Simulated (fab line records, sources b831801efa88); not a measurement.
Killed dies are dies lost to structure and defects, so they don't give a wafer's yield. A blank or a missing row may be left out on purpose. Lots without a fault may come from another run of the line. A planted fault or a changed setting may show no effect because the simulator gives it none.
Chamber matching | flow sky130 | SKY_VIA4_HDPCVD_00 on hdpcvd-02: 3 sister chambers
The step deposits SiO2, target thk 1750 nm, time 291.7 s. 3 wafers are shown with their chamber, then 8 later ones without.

WAFERS WITH THEIR CHAMBER
wafer  | chamber | susceptor_temp_C (C)
L519.4 | 0       | 399.68
L519.6 | 1       | 400.21
L520.1 | 2       | 400.32

WAFERS WITHOUT THEIR CHAMBER
wafer  | susceptor_temp_C (C)
L520.2 | 400.13
L520.4 | 399.75
L529.2 | 399.80
L529.5 | 399.90
L529.6 | 400.07
L530.2 | 399.95
L530.3 | 400.31
L530.5 | 400.04

WHICH CHAMBER EACH WENT THROUGH
wafer  | from the rows above          | in truth
L520.2 | can't be placed: 1 or 2      | 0
L520.4 | 0                            | 0
L529.2 | can't be placed: 0 or 1      | 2
L529.5 | can't be placed: 0 or 1 or 2 | 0
L529.6 | can't be placed: 1 or 2 or 0 | 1
L530.2 | can't be placed: 1 or 0 or 2 | 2
L530.3 | can't be placed: 2 or 1      | 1
L530.5 | can't be placed: 1 or 2 or 0 | 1
Placed correctly: 1 of 8. Can't be placed from these rows: 7 (the true chamber is among the candidates in 5). Placed wrongly: 0.
How it was worked out, from the rows above alone: a wafer's distance from a chamber is the root of the sum, over the readings, of the square of ((its reading less the chamber's mean) divided by the reading's scatter). The wafer belongs to the nearest chamber; if the next one is less than 2 further off, it can't be placed. A chamber's mean is the mean of its shown wafers. The scatter: with one shown wafer a chamber, the root of the mean of the squares of how far each hidden wafer lies from its nearest shown one.
